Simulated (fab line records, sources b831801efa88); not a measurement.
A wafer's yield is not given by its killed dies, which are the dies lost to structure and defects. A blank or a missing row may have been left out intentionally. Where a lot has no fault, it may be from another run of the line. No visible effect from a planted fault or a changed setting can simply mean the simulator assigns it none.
fab line records :: flow sky130
record
  lots=6
  wafers=18
  lastDay=49
route steps=708 shown VIA1@472 METAL2@483
lots untouched by any fault: they come from a run of this same line in which no faults occurred
startH: the number of hours between the record's first day and the start of the first shown wafer of the lot :: waitH: hours elapsed since this lot's preceding step :: " identical to the entry in the row above :: L1.1+2: several wafers, shown together as one row :: - no value present, or no start provided :: * or withheld: withheld :: < > ~ a bound
route shown NAME@n: a module of which the file shows steps, and the number in the route of the first :: usual: mean/standard deviation taken from wafers without a fault :: same: alike in all rows :: chamber/n: place in a boat :: sites: each site's reading :: _std_site: standard deviation across them :: _edge_site: mean of outer sites minus mean of inner sites :: radiusMm: for every site, how far away it sits from the centre of the wafer :: mask NAME#n: copy n :: behind: tool/chamber where the wafer was last shaped :: hold: reason for holding the lot/hours on hold/outcome of the hold :: device: whichever transistor did not switch (one of n, p or np) :: end of line: the tests these same wafers got at the end of their route :: where a step has no rows: the recipe by itself :: killed: not the wafer's yield, but the dies lost to structure and defects at the first sort :: map: the dies of a wafer, with x for killed, . for not killed, _ for no die there
set.NAME: the run value of the setting; set.NAME@STEP: its run value at that earlier step :: model.NAME: the simulator's own value behind a step, which no gauge read
a table for each step, a row for each wafer; lots at some steps of the route
services: when a tool's chamber went out of use (startH, in hours from the record's first day, below 0 if earlier), for how many hours, and the reason
## steps
# step SKY_VIA1_ETCH_14
# recipe
  chemistry=N2/H2
  target=BARC
  ionEnergyEv=200
  sourceW=500
  biasW=100
  pressureMtorr=30
  n2FlowSccm=100
  h2FlowSccm=200
  stopOn=SiO2
  timeS=45.9
  targetDepthA=600
# usual
  drypumpMotorCurrentA=5.3/0.39
  oesProductAu=0.854/0.0043
  throttleValvePct=13.224/0.0095
lot.wafer: L985.1
tool: rieDiel-01
chamber: 0
startH: 805.34
waitH: 0.0
drypumpMotorCurrentA: 5.8
oesProductAu: 0.856
rfHoursCounterH: 25
throttleValvePct: 13.221

lot.wafer: L985.3
tool: rieDiel-01
chamber: 1
startH: 805.34
waitH: 0.0
drypumpMotorCurrentA: 5.6
oesProductAu: 0.859
rfHoursCounterH: 24
throttleValvePct: 13.216

lot.wafer: L985.4
tool: rieDiel-01
chamber: 0
startH: 805.34
waitH: 0.0
drypumpMotorCurrentA: 5.8
oesProductAu: 0.857
rfHoursCounterH: -
throttleValvePct: 13.230

lot.wafer: L987.1
tool: rieDiel-03
chamber: 1
startH: 813.86
waitH: 0.0
drypumpMotorCurrentA: 5.1
oesProductAu: 0.847
rfHoursCounterH: 9
throttleValvePct: 13.232

lot.wafer: L987.4
tool: rieDiel-03
chamber: 0
startH: 813.86
waitH: 0.0
drypumpMotorCurrentA: 5.8
oesProductAu: 0.854
rfHoursCounterH: -
throttleValvePct: 13.227

lot.wafer: L987.6
tool: rieDiel-03
chamber: 3
startH: 813.86
waitH: 0.0
drypumpMotorCurrentA: 5.1
oesProductAu: 0.851
rfHoursCounterH: -
throttleValvePct: 13.215

lot.wafer: L993.1
tool: rieDiel-03
chamber: 2
startH: 871.01
waitH: 0.0
drypumpMotorCurrentA: 4.9
oesProductAu: 0.867
rfHoursCounterH: 15
throttleValvePct: 13.224

lot.wafer: L993.2
tool: rieDiel-03
chamber: 3
startH: 871.01
waitH: 0.0
drypumpMotorCurrentA: 5.1
oesProductAu: 0.854
rfHoursCounterH: 6
throttleValvePct: 13.220

lot.wafer: L993.3
tool: rieDiel-03
chamber: 1
startH: 871.01
waitH: 0.0
drypumpMotorCurrentA: 5.1
oesProductAu: 0.848
rfHoursCounterH: 11
throttleValvePct: 13.234

lot.wafer: L996.1
tool: rieDiel-03
chamber: 0
startH: 896.88
waitH: 0.0
drypumpMotorCurrentA: 5.8
oesProductAu: 0.853
rfHoursCounterH: 13
throttleValvePct: 13.236

lot.wafer: L996.3
tool: rieDiel-03
chamber: 3
startH: 896.88
waitH: 0.0
drypumpMotorCurrentA: 5.1
oesProductAu: 0.858
rfHoursCounterH: 7
throttleValvePct: 13.228

lot.wafer: L996.4
tool: rieDiel-03
chamber: 1
startH: 896.88
waitH: 0.0
drypumpMotorCurrentA: 5.1
oesProductAu: 0.857
rfHoursCounterH: -
throttleValvePct: 13.213

lot.wafer: L997.1
tool: rieDiel-04
chamber: 0
startH: 910.28
waitH: 0.0
drypumpMotorCurrentA: 5.5
oesProductAu: 0.862
rfHoursCounterH: 5
throttleValvePct: 13.206

lot.wafer: L997.3
tool: rieDiel-04
chamber: 3
startH: 910.28
waitH: 0.0
drypumpMotorCurrentA: 6.0
oesProductAu: 0.854
rfHoursCounterH: 13
throttleValvePct: 13.191

lot.wafer: L997.6
tool: rieDiel-04
chamber: 1
startH: 910.28
waitH: 0.0
drypumpMotorCurrentA: 5.0
oesProductAu: 0.856
rfHoursCounterH: -
throttleValvePct: 13.231

lot.wafer: L100.2
tool: rieDiel-03
chamber: 2
startH: 931.74
waitH: 0.0
drypumpMotorCurrentA: 4.9
oesProductAu: 0.857
rfHoursCounterH: 17
throttleValvePct: 13.240

lot.wafer: L100.3
tool: rieDiel-03
chamber: 1
startH: 931.74
waitH: 0.0
drypumpMotorCurrentA: 5.2
oesProductAu: 0.852
rfHoursCounterH: 13
throttleValvePct: 13.229

lot.wafer: L100.5
tool: rieDiel-03
chamber: 1
startH: 931.74
waitH: 0.0
drypumpMotorCurrentA: 5.2
oesProductAu: 0.853
rfHoursCounterH: -
throttleValvePct: 13.218
# step SKY_VIA1_ETCH_15
# recipe
  target=SiO2
  chemistry=C4F8/O2/Ar
  targetDepthNm=351
  stopOn=TiN
  maskMaterial=KrF-thick
  sourceW=1500
  biasW=1238
  pressureMtorr=40
  c4f8FlowSccm=withheld
  O2_flow_sccm=6
  Ar_flow_sccm=300
  timeS=54
# step SKY_VIA1_STRIP_16
# recipe
  chemistry=O2/N2
  powerW=1400
  pressureMtorr=1500
  platenTempC=withheld
  o2FlowSccm=3000
  n2FlowSccm=300
  overashFraction=0.5
# step SKY_VIA1_STRIP_17
# recipe
  chemistry=postEtchResidueRemover
  timeS=1200
  tempC=72.5
# step SKY_VIA1_CLEAN_18
# recipe
  chemistry=IPA
  timeS=180
  tempC=25
# step SKY_VIA1_CLEAN_19
# recipe
  chemistry=O3/DIW
  dry=n2Spin
# step SKY_VIA1_SPUTTER_20
# recipe
  material=TiN
  targetThkNm=20
  chamberPressurePa=5
  powerW=4000
  timeS=80
# usual
  cathodeDcPowerW=4000.0/0.6
  throttleValvePct=29.6/0.83
lot.wafer: L985.1
tool: pvdSputter-02
chamber: -
startH: 806.04
waitH: 0.0
cathodeDcPowerW: 4000.5
throttleValvePct: 29.4

lot.wafer: L985.3
tool: pvdSputter-02
chamber: -
startH: 806.04
waitH: 0.0
cathodeDcPowerW: 4000.4
throttleValvePct: 28.9

lot.wafer: L985.4
tool: pvdSputter-02
chamber: -
startH: 806.04
waitH: 0.0
cathodeDcPowerW: 4000.1
throttleValvePct: 29.4

lot.wafer: L987.1
tool: pvdSputter-02
chamber: -
startH: 814.54
waitH: 0.0
cathodeDcPowerW: 4000.4
throttleValvePct: 29.8

lot.wafer: L987.4
tool: pvdSputter-02
chamber: -
startH: 814.54
waitH: 0.0
cathodeDcPowerW: 4000.5
throttleValvePct: 28.8

lot.wafer: L987.6
tool: pvdSputter-02
chamber: -
startH: 814.54
waitH: 0.0
cathodeDcPowerW: 4000.4
throttleValvePct: 28.7

lot.wafer: L993.1
tool: pvdSputter-02
chamber: -
startH: 871.70
waitH: 0.0
cathodeDcPowerW: 4000.5
throttleValvePct: 29.5

lot.wafer: L993.2
tool: pvdSputter-02
chamber: -
startH: 871.70
waitH: 0.0
cathodeDcPowerW: 3999.6
throttleValvePct: 29.4

lot.wafer: L993.3
tool: pvdSputter-02
chamber: -
startH: 871.70
waitH: 0.0
cathodeDcPowerW: 4000.4
throttleValvePct: 28.9

lot.wafer: L996.1
tool: pvdSputter-04
chamber: -
startH: 897.61
waitH: 0.0
cathodeDcPowerW: 3999.5
throttleValvePct: 31.2

lot.wafer: L996.3
tool: pvdSputter-04
chamber: -
startH: 897.61
waitH: 0.0
cathodeDcPowerW: 4000.6
throttleValvePct: 31.2

lot.wafer: L996.4
tool: pvdSputter-04
chamber: -
startH: 897.61
waitH: 0.0
cathodeDcPowerW: 3999.1
throttleValvePct: 31.3

lot.wafer: L997.1
tool: pvdSputter-02
chamber: -
startH: 911.00
waitH: 0.0
cathodeDcPowerW: 3999.2
throttleValvePct: 29.7

lot.wafer: L997.3
tool: pvdSputter-02
chamber: -
startH: 911.00
waitH: 0.0
cathodeDcPowerW: 4000.3
throttleValvePct: 28.9

lot.wafer: L997.6
tool: pvdSputter-02
chamber: -
startH: 911.00
waitH: 0.0
cathodeDcPowerW: 4000.3
throttleValvePct: 29.7

lot.wafer: L100.2
tool: pvdSputter-04
chamber: -
startH: 932.42
waitH: 0.0
cathodeDcPowerW: 3998.9
throttleValvePct: 30.1

lot.wafer: L100.3
tool: pvdSputter-04
chamber: -
startH: 932.42
waitH: 0.0
cathodeDcPowerW: 4000.6
throttleValvePct: 31.0

lot.wafer: L100.5
tool: pvdSputter-04
chamber: -
startH: 932.42
waitH: 0.0
cathodeDcPowerW: 3999.7
throttleValvePct: 28.3
# step SKY_VIA1_CVD_21
# recipe
  material=W
  targetThkNm=270
  timeS=80.902
  tempC=400
  pressureTorr=40
# step SKY_VIA1_RS_MEAS_22
# recipe
  thkMeasGauge=four-point-probe
  reads=W_of_VIA1_CVD_21+TiN_of_VIA1_SPUTTER_20
# usual
  VIA1_W_RS=0.428/0.004
lot.wafer: L985.1
tool: filmMetro-04
chamber: -
startH: 806.19
waitH: 0.1
VIA1_W_RS[ohm/sq]: 0.425

lot.wafer: L985.3
tool: filmMetro-04
chamber: -
startH: 806.19
waitH: 0.1
VIA1_W_RS[ohm/sq]: 0.429

lot.wafer: L985.4
tool: filmMetro-04
chamber: -
startH: 806.19
waitH: 0.1
VIA1_W_RS[ohm/sq]: 0.423

lot.wafer: L987.1
tool: filmMetro-01
chamber: -
startH: 814.70
waitH: 0.1
VIA1_W_RS[ohm/sq]: 0.426

lot.wafer: L987.4
tool: filmMetro-01
chamber: -
startH: 814.70
waitH: 0.1
VIA1_W_RS[ohm/sq]: 0.427

lot.wafer: L987.6
tool: filmMetro-01
chamber: -
startH: 814.70
waitH: 0.1
VIA1_W_RS[ohm/sq]: 0.425

lot.wafer: L993.1
tool: filmMetro-02
chamber: -
startH: 871.85
waitH: 0.1
VIA1_W_RS[ohm/sq]: 0.426

lot.wafer: L993.2
tool: filmMetro-02
chamber: -
startH: 871.85
waitH: 0.1
VIA1_W_RS[ohm/sq]: 0.422

lot.wafer: L993.3
tool: filmMetro-02
chamber: -
startH: 871.85
waitH: 0.1
VIA1_W_RS[ohm/sq]: 0.428

lot.wafer: L996.1
tool: filmMetro-01
chamber: -
startH: 897.76
waitH: 0.1
VIA1_W_RS[ohm/sq]: 0.427

lot.wafer: L996.3
tool: filmMetro-01
chamber: -
startH: 897.76
waitH: 0.1
VIA1_W_RS[ohm/sq]: 0.425

lot.wafer: L996.4
tool: filmMetro-01
chamber: -
startH: 897.76
waitH: 0.1
VIA1_W_RS[ohm/sq]: 0.431

lot.wafer: L997.1
tool: filmMetro-01
chamber: -
startH: 911.15
waitH: 0.1
VIA1_W_RS[ohm/sq]: 0.431

lot.wafer: L997.3
tool: filmMetro-01
chamber: -
startH: 911.15
waitH: 0.1
VIA1_W_RS[ohm/sq]: 0.427

lot.wafer: L997.6
tool: filmMetro-01
chamber: -
startH: 911.15
waitH: 0.1
VIA1_W_RS[ohm/sq]: 0.427

lot.wafer: L100.2
tool: filmMetro-01
chamber: -
startH: 932.60
waitH: 0.1
VIA1_W_RS[ohm/sq]: 0.434

lot.wafer: L100.3
tool: filmMetro-01
chamber: -
startH: 932.60
waitH: 0.1
VIA1_W_RS[ohm/sq]: 0.431

lot.wafer: L100.5
tool: filmMetro-01
chamber: -
startH: 932.60
waitH: 0.1
VIA1_W_RS[ohm/sq]: 0.433
# step SKY_VIA1_THK_MEAS_23
# recipe
  thkMeasGauge=xrf
  reads=W_of_VIA1_CVD_21
# usual
  VIA1_W_THK=265/3.1
lot.wafer: L985.1
tool: filmMetro-04
chamber: -
startH: 806.31
waitH: 0.1
VIA1_W_THK[nm]: 270

lot.wafer: L985.3
tool: filmMetro-04
chamber: -
startH: 806.31
waitH: 0.1
VIA1_W_THK[nm]: 268

lot.wafer: L985.4
tool: filmMetro-04
chamber: -
startH: 806.31
waitH: 0.1
VIA1_W_THK[nm]: 273

lot.wafer: L987.1
tool: filmMetro-01
chamber: -
startH: 814.82
waitH: 0.1
VIA1_W_THK[nm]: 267

lot.wafer: L987.4
tool: filmMetro-01
chamber: -
startH: 814.82
waitH: 0.1
VIA1_W_THK[nm]: 266

lot.wafer: L987.6
tool: filmMetro-01
chamber: -
startH: 814.82
waitH: 0.1
VIA1_W_THK[nm]: 267

lot.wafer: L993.1
tool: filmMetro-02
chamber: -
startH: 871.97
waitH: 0.1
VIA1_W_THK[nm]: 267

lot.wafer: L993.2
tool: filmMetro-02
chamber: -
startH: 871.97
waitH: 0.1
VIA1_W_THK[nm]: 269

lot.wafer: L993.3
tool: filmMetro-02
chamber: -
startH: 871.97
waitH: 0.1
VIA1_W_THK[nm]: 265

lot.wafer: L996.1
tool: filmMetro-01
chamber: -
startH: 897.88
waitH: 0.1
VIA1_W_THK[nm]: 266

lot.wafer: L996.3
tool: filmMetro-01
chamber: -
startH: 897.88
waitH: 0.1
VIA1_W_THK[nm]: 267

lot.wafer: L996.4
tool: filmMetro-01
chamber: -
startH: 897.88
waitH: 0.1
VIA1_W_THK[nm]: 264

lot.wafer: L997.1
tool: filmMetro-01
chamber: -
startH: 911.27
waitH: 0.1
VIA1_W_THK[nm]: 265

lot.wafer: L997.3
tool: filmMetro-01
chamber: -
startH: 911.27
waitH: 0.1
VIA1_W_THK[nm]: 266

lot.wafer: L997.6
tool: filmMetro-01
chamber: -
startH: 911.27
waitH: 0.1
VIA1_W_THK[nm]: 266

lot.wafer: L100.2
tool: filmMetro-01
chamber: -
startH: 932.71
waitH: 0.1
VIA1_W_THK[nm]: 263

lot.wafer: L100.3
tool: filmMetro-01
chamber: -
startH: 932.71
waitH: 0.1
VIA1_W_THK[nm]: 263

lot.wafer: L100.5
tool: filmMetro-01
chamber: -
startH: 932.71
waitH: 0.1
VIA1_W_THK[nm]: 263
# step SKY_VIA1_CMP_24
# recipe
  stopOn=SiO2
  tOverpolishS=15
  downForcePsi=3.5
  platenRpm=60
  targetThkNm=0
  padVelocityMS=0.94248
# usual
  motorCurrentA=11.1/0.87
  overpolishRunS=15.000/0.0096
  timeToEndpointS=65/3.2
lot.wafer: L985.4
tool: cmp-02
chamber: 1
startH: 806.37
waitH: 0.0
motorCurrentA: 11.5
overpolishRunS: 15.010
timeToEndpointS: 68

lot.wafer: L985.3
tool: cmp-02
chamber: 3
startH: 806.37
waitH: 0.0
motorCurrentA: 11.5
overpolishRunS: 14.987
timeToEndpointS: 69

lot.wafer: L985.1
tool: cmp-02
chamber: 0
startH: 806.37
waitH: 0.0
motorCurrentA: 10.7
overpolishRunS: 14.996
timeToEndpointS: 66

lot.wafer: L987.4
tool: cmp-02
chamber: 3
startH: 814.88
waitH: 0.0
motorCurrentA: 11.2
overpolishRunS: 15.005
timeToEndpointS: 71

lot.wafer: L987.1
tool: cmp-02
chamber: 2
startH: 814.88
waitH: 0.0
motorCurrentA: 13.5
overpolishRunS: 14.996
timeToEndpointS: 67

lot.wafer: L987.6
tool: cmp-02
chamber: 0
startH: 814.88
waitH: 0.0
motorCurrentA: 11.1
overpolishRunS: 15.002
timeToEndpointS: 69

lot.wafer: L993.2
tool: cmp-02
chamber: 1
startH: 872.03
waitH: 0.0
motorCurrentA: 11.1
overpolishRunS: 14.988
timeToEndpointS: 61

lot.wafer: L993.1
tool: cmp-02
chamber: 2
startH: 872.03
waitH: 0.0
motorCurrentA: 13.0
overpolishRunS: 15.002
timeToEndpointS: 65

lot.wafer: L993.3
tool: cmp-02
chamber: 0
startH: 872.03
waitH: 0.0
motorCurrentA: 11.2
overpolishRunS: 14.998
timeToEndpointS: 65

lot.wafer: L996.1
tool: cmp-01
chamber: 2
startH: 897.94
waitH: 0.1
motorCurrentA: 12.4
overpolishRunS: 15.009
timeToEndpointS: 65

lot.wafer: L996.4
tool: cmp-01
chamber: 3
startH: 897.94
waitH: 0.1
motorCurrentA: 10.4
overpolishRunS: 15.003
timeToEndpointS: 64

lot.wafer: L996.3
tool: cmp-01
chamber: 0
startH: 897.94
waitH: 0.1
motorCurrentA: 10.2
overpolishRunS: 15.018
timeToEndpointS: 64

lot.wafer: L997.3
tool: cmp-02
chamber: 3
startH: 911.38
waitH: 0.1
motorCurrentA: 11.4
overpolishRunS: 15.001
timeToEndpointS: 65

lot.wafer: L997.1
tool: cmp-02
chamber: 1
startH: 911.38
waitH: 0.1
motorCurrentA: 11.0
overpolishRunS: 14.993
timeToEndpointS: 61

lot.wafer: L997.6
tool: cmp-02
chamber: 2
startH: 911.38
waitH: 0.1
motorCurrentA: 12.4
overpolishRunS: 15.009
timeToEndpointS: 62

lot.wafer: L100.2
tool: cmp-01
chamber: 3
startH: 932.76
waitH: 0.0
motorCurrentA: 10.2
overpolishRunS: 15.008
timeToEndpointS: 67

lot.wafer: L100.3
tool: cmp-01
chamber: 0
startH: 932.76
waitH: 0.0
motorCurrentA: 9.7
overpolishRunS: 14.999
timeToEndpointS: 64

lot.wafer: L100.5
tool: cmp-01
chamber: 3
startH: 932.76
waitH: 0.0
motorCurrentA: 10.3
overpolishRunS: 14.995
timeToEndpointS: 68
# step SKY_METAL2_SPUTTER_00
# recipe
  material=Ti
  targetThkNm=15
  powerW=3000
  timeS=10
  chamberPressurePa=0.4
# usual
  cathodeDcPowerW=3000.0/0.5
  throttleValvePct=29.6/0.55
lot.wafer: L985.1
tool: pvdSputter-01
chamber: -
startH: 806.67
waitH: 0.1
cathodeDcPowerW: 2999.8
throttleValvePct: 29.5

lot.wafer: L985.3
tool: pvdSputter-01
chamber: -
startH: 806.67
waitH: 0.1
cathodeDcPowerW: 3000.2
throttleValvePct: 30.0

lot.wafer: L985.4
tool: pvdSputter-01
chamber: -
startH: 806.67
waitH: 0.1
cathodeDcPowerW: 3000.1
throttleValvePct: 30.0

lot.wafer: L987.1
tool: pvdSputter-03
chamber: -
startH: 815.18
waitH: 0.1
cathodeDcPowerW: 3000.1
throttleValvePct: 29.0

lot.wafer: L987.4
tool: pvdSputter-03
chamber: -
startH: 815.18
waitH: 0.1
cathodeDcPowerW: 3000.0
throttleValvePct: 30.5

lot.wafer: L987.6
tool: pvdSputter-03
chamber: -
startH: 815.18
waitH: 0.1
cathodeDcPowerW: 3000.0
throttleValvePct: 29.3

lot.wafer: L993.1
tool: pvdSputter-03
chamber: -
startH: 872.33
waitH: 0.2
cathodeDcPowerW: 2999.4
throttleValvePct: 29.7

lot.wafer: L993.2
tool: pvdSputter-03
chamber: -
startH: 872.33
waitH: 0.2
cathodeDcPowerW: 3000.2
throttleValvePct: 28.9

lot.wafer: L993.3
tool: pvdSputter-03
chamber: -
startH: 872.33
waitH: 0.2
cathodeDcPowerW: 2999.4
throttleValvePct: 29.4

lot.wafer: L996.1
tool: pvdSputter-03
chamber: -
startH: 898.24
waitH: 0.2
cathodeDcPowerW: 3000.5
throttleValvePct: 30.0

lot.wafer: L996.3
tool: pvdSputter-03
chamber: -
startH: 898.24
waitH: 0.2
cathodeDcPowerW: 3000.1
throttleValvePct: 29.2

lot.wafer: L996.4
tool: pvdSputter-03
chamber: -
startH: 898.24
waitH: 0.2
cathodeDcPowerW: 3000.0
throttleValvePct: 28.9

lot.wafer: L997.1
tool: pvdSputter-01
chamber: -
startH: 911.63
waitH: 0.1
cathodeDcPowerW: 3000.2
throttleValvePct: 29.3

lot.wafer: L997.3
tool: pvdSputter-01
chamber: -
startH: 911.63
waitH: 0.1
cathodeDcPowerW: 2999.7
throttleValvePct: 30.0

lot.wafer: L997.6
tool: pvdSputter-01
chamber: -
startH: 911.63
waitH: 0.1
cathodeDcPowerW: 3000.4
throttleValvePct: 29.9

lot.wafer: L100.2
tool: pvdSputter-01
chamber: -
startH: 933.06
waitH: 0.2
cathodeDcPowerW: 2999.8
throttleValvePct: 29.5

lot.wafer: L100.3
tool: pvdSputter-01
chamber: -
startH: 933.06
waitH: 0.2
cathodeDcPowerW: 2999.5
throttleValvePct: 29.9

lot.wafer: L100.5
tool: pvdSputter-01
chamber: -
startH: 933.06
waitH: 0.2
cathodeDcPowerW: 2999.9
throttleValvePct: 30.3
# step SKY_METAL2_SPUTTER_01
# recipe
  material=TiN
  targetThkNm=20
  powerW=6500
  timeS=16.7
  chamberPressurePa=0.4
# usual
  cathodeDcPowerW=6500.1/1.2
  throttleValvePct=29.7/0.54
lot.wafer: L985.1
tool: pvdSputter-01
chamber: -
startH: 806.69
waitH: 0.0
cathodeDcPowerW: 6499.6
throttleValvePct: 29.6
model.TiN_of_METAL2_SPUTTER_01.thkNm: 19.91

lot.wafer: L985.3
tool: pvdSputter-01
chamber: -
startH: 806.69
waitH: 0.0
cathodeDcPowerW: 6500.8
throttleValvePct: 30.1
model.TiN_of_METAL2_SPUTTER_01.thkNm: 19.79

lot.wafer: L985.4
tool: pvdSputter-01
chamber: -
startH: 806.69
waitH: 0.0
cathodeDcPowerW: 6501.3
throttleValvePct: 30.4
model.TiN_of_METAL2_SPUTTER_01.thkNm: 19.86

lot.wafer: L987.1
tool: pvdSputter-03
chamber: -
startH: 815.20
waitH: 0.0
cathodeDcPowerW: 6499.8
throttleValvePct: 28.9
model.TiN_of_METAL2_SPUTTER_01.thkNm: 19.71

lot.wafer: L987.4
tool: pvdSputter-03
chamber: -
startH: 815.20
waitH: 0.0
cathodeDcPowerW: 6500.8
throttleValvePct: 30.7
model.TiN_of_METAL2_SPUTTER_01.thkNm: 19.64

lot.wafer: L987.6
tool: pvdSputter-03
chamber: -
startH: 815.20
waitH: 0.0
cathodeDcPowerW: 6497.8
throttleValvePct: 29.3
model.TiN_of_METAL2_SPUTTER_01.thkNm: 19.47

lot.wafer: L993.1
tool: pvdSputter-03
chamber: -
startH: 872.36
waitH: 0.0
cathodeDcPowerW: 6502.3
throttleValvePct: 29.7
model.TiN_of_METAL2_SPUTTER_01.thkNm: 19.99

lot.wafer: L993.2
tool: pvdSputter-03
chamber: -
startH: 872.36
waitH: 0.0
cathodeDcPowerW: 6499.2
throttleValvePct: 29.2
model.TiN_of_METAL2_SPUTTER_01.thkNm: 19.9

lot.wafer: L993.3
tool: pvdSputter-03
chamber: -
startH: 872.36
waitH: 0.0
cathodeDcPowerW: 6257.8
throttleValvePct: 29.4
model.TiN_of_METAL2_SPUTTER_01.thkNm: 19.02

lot.wafer: L996.1
tool: pvdSputter-03
chamber: -
startH: 898.26
waitH: 0.0
cathodeDcPowerW: 6500.4
throttleValvePct: 30.0
model.TiN_of_METAL2_SPUTTER_01.thkNm: 19.73

lot.wafer: L996.3
tool: pvdSputter-03
chamber: -
startH: 898.26
waitH: 0.0
cathodeDcPowerW: 6256.8
throttleValvePct: 29.3
model.TiN_of_METAL2_SPUTTER_01.thkNm: 18.77

lot.wafer: L996.4
tool: pvdSputter-03
chamber: -
startH: 898.26
waitH: 0.0
cathodeDcPowerW: 6503.2
throttleValvePct: 29.2
model.TiN_of_METAL2_SPUTTER_01.thkNm: 19.36

lot.wafer: L997.1
tool: pvdSputter-01
chamber: -
startH: 911.65
waitH: 0.0
cathodeDcPowerW: 6500.8
throttleValvePct: 29.5
model.TiN_of_METAL2_SPUTTER_01.thkNm: 20.3

lot.wafer: L997.3
tool: pvdSputter-01
chamber: -
startH: 911.65
waitH: 0.0
cathodeDcPowerW: 6500.5
throttleValvePct: 30.1
model.TiN_of_METAL2_SPUTTER_01.thkNm: 20.51

lot.wafer: L997.6
tool: pvdSputter-01
chamber: -
startH: 911.65
waitH: 0.0
cathodeDcPowerW: 6499.5
throttleValvePct: 29.7
model.TiN_of_METAL2_SPUTTER_01.thkNm: 20.24

lot.wafer: L100.2
tool: pvdSputter-01
chamber: -
startH: 933.08
waitH: 0.0
cathodeDcPowerW: 6498.7
throttleValvePct: 29.8
model.TiN_of_METAL2_SPUTTER_01.thkNm: 20.17

lot.wafer: L100.3
tool: pvdSputter-01
chamber: -
startH: 933.08
waitH: 0.0
cathodeDcPowerW: 6501.6
throttleValvePct: 29.9
model.TiN_of_METAL2_SPUTTER_01.thkNm: 20.19

lot.wafer: L100.5
tool: pvdSputter-01
chamber: -
startH: 933.08
waitH: 0.0
cathodeDcPowerW: 6503.8
throttleValvePct: 30.3
model.TiN_of_METAL2_SPUTTER_01.thkNm: 19.85
# step SKY_METAL2_SPUTTER_02
# recipe
  material=AlCu
  targetThkNm=250
  powerW=10600
  timeS=13.3
  chamberPressurePa=0.4
# usual
  cathodeDcPowerW=10600/2
  throttleValvePct=29.6/0.55
lot.wafer: L985.1
tool: pvdSputter-01
chamber: -
startH: 806.72
waitH: 0.0
cathodeDcPowerW: 10601
throttleValvePct: 29.4

lot.wafer: L985.3
tool: pvdSputter-01
chamber: -
startH: 806.72
waitH: 0.0
cathodeDcPowerW: 10604
throttleValvePct: 30.1

lot.wafer: L985.4
tool: pvdSputter-01
chamber: -
startH: 806.72
waitH: 0.0
cathodeDcPowerW: 10600
throttleValvePct: 30.0

lot.wafer: L987.1
tool: pvdSputter-03
chamber: -
startH: 815.23
waitH: 0.0
cathodeDcPowerW: 10601
throttleValvePct: 29.3

lot.wafer: L987.4
tool: pvdSputter-03
chamber: -
startH: 815.23
waitH: 0.0
cathodeDcPowerW: 10599
throttleValvePct: 30.8

lot.wafer: L987.6
tool: pvdSputter-03
chamber: -
startH: 815.23
waitH: 0.0
cathodeDcPowerW: 10602
throttleValvePct: 29.4

lot.wafer: L993.1
tool: pvdSputter-03
chamber: -
startH: 872.38
waitH: 0.0
cathodeDcPowerW: 10602
throttleValvePct: 29.8

lot.wafer: L993.2
tool: pvdSputter-03
chamber: -
startH: 872.38
waitH: 0.0
cathodeDcPowerW: 10598
throttleValvePct: 29.3

lot.wafer: L993.3
tool: pvdSputter-03
chamber: -
startH: 872.38
waitH: 0.0
cathodeDcPowerW: 10598
throttleValvePct: 29.2

lot.wafer: L996.1
tool: pvdSputter-03
chamber: -
startH: 898.29
waitH: 0.0
cathodeDcPowerW: 10600
throttleValvePct: 29.7

lot.wafer: L996.3
tool: pvdSputter-03
chamber: -
startH: 898.29
waitH: 0.0
cathodeDcPowerW: 10600
throttleValvePct: 29.3

lot.wafer: L996.4
tool: pvdSputter-03
chamber: -
startH: 898.29
waitH: 0.0
cathodeDcPowerW: 10601
throttleValvePct: 28.9

lot.wafer: L997.1
tool: pvdSputter-01
chamber: -
startH: 911.68
waitH: 0.0
cathodeDcPowerW: 10602
throttleValvePct: 29.4

lot.wafer: L997.3
tool: pvdSputter-01
chamber: -
startH: 911.68
waitH: 0.0
cathodeDcPowerW: 10602
throttleValvePct: 30.4

lot.wafer: L997.6
tool: pvdSputter-01
chamber: -
startH: 911.68
waitH: 0.0
cathodeDcPowerW: 10600
throttleValvePct: 29.9

lot.wafer: L100.2
tool: pvdSputter-01
chamber: -
startH: 933.10
waitH: 0.0
cathodeDcPowerW: 10600
throttleValvePct: 29.6

lot.wafer: L100.3
tool: pvdSputter-01
chamber: -
startH: 933.10
waitH: 0.0
cathodeDcPowerW: 10601
throttleValvePct: 30.0

lot.wafer: L100.5
tool: pvdSputter-01
chamber: -
startH: 933.10
waitH: 0.0
cathodeDcPowerW: 10601
throttleValvePct: 30.2
## services
tool: rieDiel-04
chamber: -
startH: 783.03
hours: 0.3
kind: repair

tool: rieDiel-03
chamber: 0
startH: 796.27
hours: 11.3
kind: repair

tool: rieDiel-03
chamber: 2
startH: 805.27
hours: 36.2
kind: repair

tool: pvdSputter-04
chamber: -
startH: 806.81
hours: 2.7
kind: repair

tool: cmp-02
chamber: -
startH: 816.00
hours: 2.7
kind: repair

tool: cmp-01
chamber: -
startH: 818.78
hours: 0.4
kind: repair

tool: rieDiel-01
chamber: -
startH: 834.08
hours: 14.6
kind: pm

tool: pvdSputter-03
chamber: -
startH: 848.06
hours: 4.5
kind: repair

tool: cmp-01
chamber: -
startH: 850.89
hours: 0.9
kind: repair

tool: pvdSputter-03
chamber: -
startH: 868.07
hours: 4.1
kind: repair

tool: rieDiel-04
chamber: -
startH: 870.38
hours: 1.7
kind: repair

tool: pvdSputter-04
chamber: 1
startH: 881.29
hours: -
kind: consumableReplace:kit

tool: pvdSputter-04
chamber: 1
startH: 881.29
hours: 18.0
kind: scheduledDown

tool: pvdSputter-04
chamber: 1
startH: 881.29
hours: 18.0
kind: ventCycle

tool: rieDiel-04
chamber: 2
startH: 886.15
hours: 7.7
kind: repair

tool: rieDiel-01
chamber: 1
startH: 888.23
hours: 8.4
kind: repair

tool: rieDiel-03
chamber: 2
startH: 891.52
hours: 23.6
kind: repair

tool: cmp-01
chamber: -
startH: 912.27
hours: 4.0
kind: pm

tool: cmp-01
chamber: -
startH: 916.27
hours: -
kind: consumableReplace:conditioner

tool: cmp-01
chamber: -
startH: 916.27
hours: 3.3
kind: pm

tool: rieDiel-01
chamber: -
startH: 917.74
hours: 29.6
kind: repair

tool: rieDiel-04
chamber: 0
startH: 918.81
hours: 9.9
kind: repair

tool: rieDiel-04
chamber: -
startH: 921.33
hours: 0.3
kind: repair

tool: cmp-02
chamber: -
startH: 930.40
hours: 5.5
kind: repair
## key
firstSign
  step=SKY_METAL2_SPUTTER_01
  reading=cathodeDcPowerW
  direction=down
  sigmas=99+
  usual=6500.1
  struck=6257.3
effect none on later readings
modelEffect
  step=SKY_METAL2_SPUTTER_01
  value=TiN_of_METAL2_SPUTTER_01.thkNm
  without=19.64
  struck=18.9
metAt SKY_METAL2_SPUTTER_01
struckWafers L993.3,L996.3
onsetBetween 815.20 872.36
fault
  kind=processParameterDrift
  tool=pvdSputter-03
  chamber=-
  onsetH=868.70
  steps=SKY_METAL2_SPUTTER_01
  channel=powerW
  offset=*
  shape=step
  endH=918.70
  actsIn=*
  stated=*
  scope=struckWafersOnly
